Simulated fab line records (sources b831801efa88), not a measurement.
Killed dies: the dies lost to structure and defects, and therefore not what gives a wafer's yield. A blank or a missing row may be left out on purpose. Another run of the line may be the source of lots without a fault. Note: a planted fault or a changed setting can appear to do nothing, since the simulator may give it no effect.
A single fault, viewed from 2 desks | flow gf180mcu | only its own numbers are on each desk; what lay behind them is given at the end

## METROLOGY DESK
What the gauges read, lot by lot, whatever tool the lot ran on: means of the sampled wafers that have a number. The brackets show how far a lot's mean lies from the usual mean; more than 4 standard deviations puts the lot out of limits, marked OUT.
Columns: A = VT_IMPLANT_01_OVL at GF_VT_IMPLANT_OVL_MEAS_18, usual 0.3 nm; B = POLY_GATE_CVD_00_THK at GF_POLY_GATE_THK_MEAS_01, usual 199.4 nm; C = HV_LDD_OVL at GF_HV_LDD_OVL_MEAS_08, usual -1.0 nm
lot  | first seen here | A    | B                | C
L844 | day 6 05:00     | -0.1 | 200.5            | -0.4
L846 | day 6 18:54     | -0.2 | 200.3            | -3.0
L848 | day 7 06:54     | -0.9 | 198.5            | -0.5
L849 | day 7 13:03     | 0.3  | 200.3            | -1.8
L850 | day 7 19:37     | 1.1  | 199.6            | 0.0
L851 | day 8 04:57     | -1.5 | 196.9            | 0.2
L852 | day 8 10:45     | 0.8  | 198.5            | -0.0
L855 | day 9 02:34     | 0.8  | 201.2            | -0.8
L857 | day 9 18:15     | 2.0  | 200.5            | -1.0
L858 | day 9 23:30     | 1.0  | 199.8            | -1.9
L860 | day 10 11:40    | -0.2 | 237.6 (+24) OUT  | -0.8
L861 | day 10 17:24    | -0.8 | 236.7 (+23) OUT  | -0.6
L862 | day 11 04:33    | 1.1  | 211.0 (+7.3) OUT | 0.1
Finding of this desk: L860, L861, L862 out of limits, first seen on L860 at day 13 03:04 (POLY_GATE_CVD_00_THK at GF_POLY_GATE_THK_MEAS_01). Within limits: L844, L846, L848, L849, L850, L851, L852, L855, L857, L858.

## THE TOOL OWNER'S DESK: lpcvd-02
The tool's own readings at GF_POLY_GATE_CVD_00 (deposits poly-Si, target thk 200 nm, time 1200 s): means of the sampled wafers that have a number, for each lot that ran on this tool. The brackets show how far a lot's mean lies from the usual mean; more than 4 standard deviations puts the lot out of limits, marked OUT.
Columns: A = pressureMtorr at GF_POLY_GATE_CVD_00, usual 200.0 mTorr; B = spikeTcCentreC at GF_POLY_GATE_CVD_00, usual 620.6 C; C = spikeTcUpperC at GF_POLY_GATE_CVD_00, usual 619.9 C; D = zonePowerBottomPct at GF_POLY_GATE_CVD_00, usual 13.8 %; E = zonePowerCentrePct at GF_POLY_GATE_CVD_00, usual 9.0 %; F = zonePowerLowerPct at GF_POLY_GATE_CVD_00, usual 9.0 %
lot  | first seen here | A     | B               | C     | D    | E    | F
L844 | day 8 09:34     | 200.1 | 621.0           | 620.9 | 14.0 | 8.6  | 8.8
L848 | day 9 12:59     | 199.7 | 620.6           | 619.9 | 13.5 | 11.0 | 9.6
L850 | day 10 03:17    | 200.5 | 621.2           | 619.5 | 14.1 | 8.8  | 8.7
L858 | day 12 12:21    | 199.6 | 620.1           | 618.8 | 14.1 | 8.7  | 8.7
L860 | day 13 01:43    | 199.8 | 639.7 (+17) OUT | 616.7 | 14.3 | 11.7 | 7.1 (-5.3) OUT
L861 | day 13 09:38    | 200.0 | 638.6 (+16) OUT | 617.1 | 14.2 | 11.7 | 7.2 (-5.2) OUT
L862 | day 13 23:12    | 199.8 | 639.8 (+17) OUT | 617.1 | 14.3 | 11.7 | 7.1 (-5.3) OUT
Finding of this desk: L860, L861, L862 out of limits; the first was L860 at day 13 01:43, on spikeTcCentreC at GF_POLY_GATE_CVD_00. Within limits: L844, L848, L850, L858.

## PUT TOGETHER
At day 13 01:43, on L860, L861, L862, the tool owner's desk was in a position to raise an alarm.
At day 13 03:04 the metrology desk could have sounded an alarm, on L860, L861, L862.
GF_POLY_GATE_CVD_00 was run on lpcvd-02 by each of the lots named.

## WHAT THE SIMULATOR HAD INSERTED
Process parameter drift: lpcvd-02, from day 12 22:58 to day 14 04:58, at GF_POLY_GATE_CVD_00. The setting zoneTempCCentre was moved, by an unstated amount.
Struck lots among those shown: L860, L861, L862.
Hours from the fault's start to each desk's first reading out of limits: the tool owner's desk, 3; the metrology desk, 4.
